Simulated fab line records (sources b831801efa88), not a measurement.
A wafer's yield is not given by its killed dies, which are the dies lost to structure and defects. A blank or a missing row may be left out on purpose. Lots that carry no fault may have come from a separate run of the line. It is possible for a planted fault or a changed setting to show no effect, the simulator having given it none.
Problem report, 8D (eight disciplines) form, completed by code -- flow sky130 -- the parts of the form that need people (team, actions taken, sign-off) are left out

== 1. THE PROBLEM ==
Across 6 wafers from 2 lots, VT_ADJUST_PCH_OVL at SKY_VT_ADJUST_PCH_OVL_MEAS_07 averages 261.0 nm, while fault-free wafers read 0.6 nm with a standard deviation of 1.7. That is +99 or more standard deviations from the usual mean.
First seen on wafer L478.2, day 15 16:05, on overlay-01. Wafers with a number at this step in the record: 39, from 13 lots. Rule for "out", or "out of limits": more than 4 standard deviations from the usual mean. The other wafers with a number count as sound.

== 2. WHAT IT IS AND WHAT IT IS NOT ==
question,is,is not
which readings at this step,VT_ADJUST_PCH_OVL,-
which lots,"L478, L481","L462, L464, L467, L469, L471, L472, L473, L474, L475, L476, L485"
which wafers of those lots,all that have a number,-
read on which gauges,overlay-01,overlay-02
when,from day 15 16:05,up to then (30 sound wafers); but 3 sound wafers of L485 came after

== 3. THE SUSPECTS, EACH WITH WHAT RULES IT OUT ==
Counting: a tool stays on the suspect list if, at a process step up to the reading, it processed all lots that are out and no sound lot following the first of them.
- the gauge at SKY_VT_ADJUST_PCH_OVL_MEAS_07: kept. All the wafers that are out were read on overlay-01, and no step on other tools shows them out.
- iline_stepper-02 at SKY_VT_ADJUST_PCH_EXPOSE_04 (exposes mask NWM, target cd 840 nm): kept. It ran every lot that is out, first L478 (day 15 02:31), and no sound lot after that; its last sound lot up to then is L473 (day 14 00:14).
Left after counting: iline_stepper-02 at SKY_VT_ADJUST_PCH_EXPOSE_04, overlay-01 at SKY_VT_ADJUST_PCH_OVL_MEAS_07.

== 4. THE CAUSE (what the simulator had put in) ==
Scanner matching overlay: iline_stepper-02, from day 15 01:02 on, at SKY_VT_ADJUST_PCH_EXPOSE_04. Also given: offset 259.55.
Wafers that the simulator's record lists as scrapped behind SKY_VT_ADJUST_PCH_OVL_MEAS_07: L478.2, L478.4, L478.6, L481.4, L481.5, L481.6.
This tool is one of the 2 suspects left after counting.

== 5. SEQUENCE OF EFFECTS, ordered by route ==
Each row: a reading where the mean over the struck wafers with a number is more than 3 standard deviations away from the usual. Readings are gone through only where the record gives a usual standard deviation; hours: the median, over the lots, of the time from a lot's start at the first step in this table giving one to that lot's start at this step; sigmas: the change measured in usual standard deviations.
hours,step,reading,usual,on struck wafers,change,sigmas
0,SKY_VT_ADJUST_PCH_OVL_MEAS_07,VT_ADJUST_PCH_OVL,0.6 nm,261.0,+260.4,+99 or more

== 6. HOW IT WOULD HAVE BEEN CAUGHT EARLIER ==
The first out-of-limits reading at a measuring or inspecting step in this record came at day 15 16:05, 15 hours after the fault's start at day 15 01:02.
Of the lots that are out (2), L481 began SKY_VT_ADJUST_PCH_EXPOSE_04 on iline_stepper-02 after day 15 16:05. Holding the tool at that time would have saved it.
